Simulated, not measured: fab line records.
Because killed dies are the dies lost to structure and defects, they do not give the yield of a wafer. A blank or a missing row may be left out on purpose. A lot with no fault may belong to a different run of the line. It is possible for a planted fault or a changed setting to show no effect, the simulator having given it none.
A single fault, viewed from 2 desks || flow sky130 || what lay behind the numbers comes last; until then each desk has only its own

## THE METROLOGY DESK
Lot by lot, what the gauges showed, no matter which tool ran the lot: averages of those sampled wafers that carry a number. Any lot whose mean is over 4 standard deviations away from the usual mean is out of limits and marked OUT; that distance is given in the brackets.
Columns: A = POLY_GATE_TW at SKY_RES_PROTECT_TW_MEAS_08, usual 4028
{"lot": "L777", "first seen here": "day 15 21:01", "A": 4063}
{"lot": "L781", "first seen here": "day 16 22:34", "A": 4050}
{"lot": "L786", "first seen here": "day 18 18:05", "A": 4007}
{"lot": "L788", "first seen here": "day 19 09:36", "A": 3995}
{"lot": "L789", "first seen here": "day 19 15:52", "A": 4092}
{"lot": "L790", "first seen here": "day 20 02:26", "A": 4138}
{"lot": "L792", "first seen here": "day 20 17:14", "A": 4015}
{"lot": "L793", "first seen here": "day 21 06:25", "A": 4120}
{"lot": "L797", "first seen here": "day 22 06:40", "A": 4130}
{"lot": "L798", "first seen here": "day 22 21:41", "A": 4000}
{"lot": "L800", "first seen here": "day 23 11:06", "A": 3987}
This desk's verdict: no lot among the 11 shows anything out of limits.

## AT THE TOOL OWNER'S DESK: rie-diel-03
The tool's own readings at SKY_POLY_CUT_ETCH_10 (etches BARC in N2/H2, stops on SiO2, time 45.9 s, target depth 60 nm): means of the sampled wafers that have a number, for each lot that ran on this tool. Any lot whose mean is over 4 standard deviations away from the usual mean is out of limits and marked OUT; that distance is given in the brackets.
Columns: A = drypump-motor-current-A at SKY_POLY_CUT_ETCH_10, usual 5.7 A; B = oes-product-au at SKY_POLY_CUT_ETCH_10, usual 0.855 a.u.; C = throttle-valve-pct at SKY_POLY_CUT_ETCH_10, usual 13.224 %
{"lot": "L788", "first seen here": "day 28 09:16", "A": 5.9, "B": 0.858, "C": 13.229}
{"lot": "L789", "first seen here": "day 28 15:13", "A": 5.7, "B": 0.857, "C": 13.228}
{"lot": "L790", "first seen here": "day 29 01:57", "A": 5.6, "B": "0.828 (-5.7) OUT", "C": 13.217}
{"lot": "L792", "first seen here": "day 29 15:04", "A": 5.7, "B": "0.823 (-6.8) OUT", "C": 13.217}
{"lot": "L793", "first seen here": "day 30 03:30", "A": 6.0, "B": "0.823 (-6.8) OUT", "C": 13.226}
This desk's verdict: out of limits on L790, L792, L793, starting with L790 at day 29 01:57 (oes-product-au at SKY_POLY_CUT_ETCH_10). L788, L789: within limits.

## TAKEN TOGETHER
An alarm could have come from the tool owner's desk at day 29 01:57, on L790, L792, L793.
The metrology desk saw nothing out of limits.
The metrology desk has L790, L792, L793 on record, within its limits.
Of the lots named, all ran SKY_POLY_CUT_ETCH_10 on rie-diel-03.

## WHAT THE SIMULATOR HAD PUT IN
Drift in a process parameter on rie-diel-03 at SKY_POLY_CUT_ETCH_10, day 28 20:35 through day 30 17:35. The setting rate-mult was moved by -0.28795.
Lots struck among those shown: L790, L792, L793.
Hours from the fault's start to each desk's first reading out of limits: the tool owner's desk, 5.
